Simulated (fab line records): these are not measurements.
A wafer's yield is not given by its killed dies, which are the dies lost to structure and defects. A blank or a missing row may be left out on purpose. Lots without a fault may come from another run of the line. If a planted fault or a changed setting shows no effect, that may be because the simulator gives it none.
Split-lot trial -- flow sky130 -- 23 wafers read across 5 lots, on a route 708 steps long

== ON THE SPLIT ==
At SKY_METAL4_SPUTTER_04 (material TiN, target thk 70 nm, time 58.3 s), the setting time-s was moved away from the recipe's 58.3 s on 10 of the 23 wafers read, by -8.9% to +6.5%. All remaining wafers had this setting at the recipe value.

The reading comes from the split's own step.

== THE READING ==
TiN_of_METAL4_SPUTTER_04.thk-nm (the simulator's own value, which no gauge read), in nm, at SKY_METAL4_SPUTTER_04 (material TiN, target thk 70 nm, time 58.3 s). The file does not state a usual value for it. Here, 13 wafers ran the recipe; their average is 70.42 nm with a standard deviation of 0.81 nm.

wafer,"tool, chamber at the split","time-s as run, s",against the recipe,"TiN_of_METAL4_SPUTTER_04.thk-nm, nm",against lot-mates on the recipe
L074.1,"pvd-sputter-04, -",53.67,-7.9%,63.36,-6.26
L074.3,"pvd-sputter-04, -",58.3,recipe,68.91,-
L074.4,"pvd-sputter-04, -",58.3,recipe,70.33,-
L074.5,"pvd-sputter-04, -",53.67,-7.9%,63.77,-5.85
L074.6,"pvd-sputter-04, -",53.67,-7.9%,63.87,-5.75
L075.1,"pvd-sputter-04, -",58.3,recipe,70.6,-
L075.3,"pvd-sputter-04, -",58.3,recipe,70.32,-
L075.4,"pvd-sputter-04, -",58.3,recipe,69.49,-
L079.1,"pvd-sputter-01, -",58.3,recipe,69.96,-
L079.2,"pvd-sputter-01, -",60.68,+4.1%,74.3,+4.19
L079.4,"pvd-sputter-01, -",58.3,recipe,70.8,-
L079.5,"pvd-sputter-01, -",60.68,+4.1%,74.15,+4.04
L079.6,"pvd-sputter-01, -",58.3,recipe,69.57,-
L082.2,"pvd-sputter-01, -",62.09,+6.5%,74.85,+4.41
L082.3,"pvd-sputter-01, -",62.09,+6.5%,75.88,+5.44
L082.4,"pvd-sputter-01, -",62.09,+6.5%,74.83,+4.39
L082.5,"pvd-sputter-01, -",58.3,recipe,70.62,-
L082.6,"pvd-sputter-01, -",58.3,recipe,70.27,-
L084.1,"pvd-sputter-01, -",58.3,recipe,71.12,-
L084.2,"pvd-sputter-01, -",58.3,recipe,72.12,-
L084.3,"pvd-sputter-01, -",58.3,recipe,71.36,-
L084.5,"pvd-sputter-01, -",53.09,-8.9%,64.26,-7.27
L084.6,"pvd-sputter-01, -",53.09,-8.9%,65.45,-6.08

FIT RESULTS
A straight line over all 23 wafers: TiN_of_METAL4_SPUTTER_04.thk-nm changes by +0.756 nm for each +1% of time-s; r = +0.97; the points scatter about the line by 0.87 nm.
The same after taking each lot's own level away (the mean of its wafers on the recipe; 23 wafers): +0.763 nm for each +1%; r = +0.99; scatter 0.57 nm.
That fit puts the effect of the largest move of time-s on the reading at 6.8 nm.
Measured against the standard deviation above, the lots' own levels, which go from 69.620 to 71.533 nm, span 2.4 times it.
So the lot-to-lot level changes the slope little: the two slopes agree.
Check: -6.62 nm against its lot-mates is what the line predicts for one of the wafers moved furthest among these (-8.9%) when that wafer is left out of the fit. It came out at -7.27 nm against them.

== THE OTHER SPLITS THESE WAFERS WENT THROUGH ==
Other splits were also applied to these wafers ahead of the reading. Each is held against what the fit with the lots' levels taken away leaves over:
other split on the same wafers,wafers away from the commonest value,r with TiN_of_METAL4_SPUTTER_04.thk-nm (lot level and that fit taken away)
SKY_METAL2_METAL_ETCH_19 bias-w,12,-0.05
SKY_VIA2_CVD_21 temp-c,7,-0.18
SKY_CAPM_SPUTTER_02 power-w,10,-0.06
SKY_VIA3_HDPCVD_00 time-s,8,+0.24

== FILE'S OWN FIT ==
TiN_of_METAL4_SPUTTER_04.thk-nm changes by +0.766 nm for each +1% of time-s, r = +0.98.
